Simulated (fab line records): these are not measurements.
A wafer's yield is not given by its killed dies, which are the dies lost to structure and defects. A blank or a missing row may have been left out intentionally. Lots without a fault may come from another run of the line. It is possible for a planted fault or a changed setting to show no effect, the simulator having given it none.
Problem report, 8D (eight disciplines) form, completed by code -- flow gf180mcu -- the parts of the form that need people (team, actions taken, sign-off) are left out

1. PROBLEM STATEMENT
At GF_STI_ETCH_13, run_length_s averages 124.7 s over 4 wafers from 3 lots, while fault-free wafers read 141.3 s, standard deviation 0.41. Relative to the usual mean, that is a shift of -41 standard deviations.
The step: etches the open film in CHF3/O2, stops on Si, target depth 282.31 nm, time 112.9 s.
The first sign was on wafer L806.1 at day 4 15:28, on rie_diel-01. The record holds 34 wafers of 12 lots with a number at this step. The rule behind "out" and "out of limits": a value lying over 4 standard deviations away from the usual mean. Any other wafer with a number is counted as sound.

2. WHAT IT IS AND WHAT IT IS NOT
question,is,is not
which readings at this step,"run_length_s, oes_product_au",drypump_motor_current_A
which lots,"L806, L807, L809","L794, L796, L798, L800, L801, L802, L813, L814, L816"
which wafers of those lots,"L806.1, L807.3, L809.1, L809.3","L806.4, L807.2, L807.4"
read on which tools,rie_diel-01,"rie_diel-02, rie_diel-03"
when,from day 4 15:28,"up to then (19 sound wafers); but 11 sound wafers of L807, L813, L814, L816 came after"

3. SUSPECTS, AND WHAT RULES EACH OUT
Counting: a tool at a process step up to the reading stays a suspect if it ran every lot that is out. Sound lots after the first of them don't rule it out here, since some wafers of a struck lot are sound.
- rie_diel-01 at GF_STI_ETCH_13 (etches the open film in CHF3/O2, stops on Si, target depth 282.31 nm, time 112.9 s): kept. Every lot that is out went through it, the first being L806 (day 4 15:28); the last sound lot it ran before that was L802 (day 3 19:40). Out on those wafers are its own readings of oes_product_au, run_length_s.
Left after counting: rie_diel-01 at GF_STI_ETCH_13.

4. THE CAUSE (what the simulator had put in)
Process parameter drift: rie_diel-01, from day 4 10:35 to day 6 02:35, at GF_STI_ETCH_13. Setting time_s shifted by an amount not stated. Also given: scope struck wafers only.
Only this tool survived the counting.

5. SEQUENCE OF EFFECTS, ordered by route
Each row: a reading whose mean over the struck wafers that have a number lies more than 3 standard deviations from the usual. Scope: only readings with a usual standard deviation given in the record; hours: median across lots of the time from each lot's start at the first step in this table that gives one to its start at this step; sigmas: change in usual standard deviations.
hours,step,reading,usual,on struck wafers,change,sigmas
0,GF_STI_ETCH_13,oes_product_au,0.829 a.u.,0.969,+0.140,+23
0,GF_STI_ETCH_13,run_length_s,141.3 s,124.7,-16.6,-41
0,GF_STI_ETCH_13,throttle_valve_pct,8.809 %,8.854,+0.046,+4.7
0,GF_STI_STRIP_15,oes_product_au,0.384 a.u.,0.402,+0.018,+3.6
0,GF_STI_STRIP_15,strip_time_to_endpoint_s,3.72 s,4.08,+0.36,+10
Process steps it contains:
- GF_STI_ETCH_13: etches the open film in CHF3/O2, stops on Si, target depth 282.31 nm, time 112.9 s.
- GF_STI_STRIP_15: strips in O2/N2.

6. WHAT WOULD HAVE CAUGHT IT SOONER
The fault began at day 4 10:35; the first out-of-limits reading in this record came at day 4 15:28, 5 hours later.
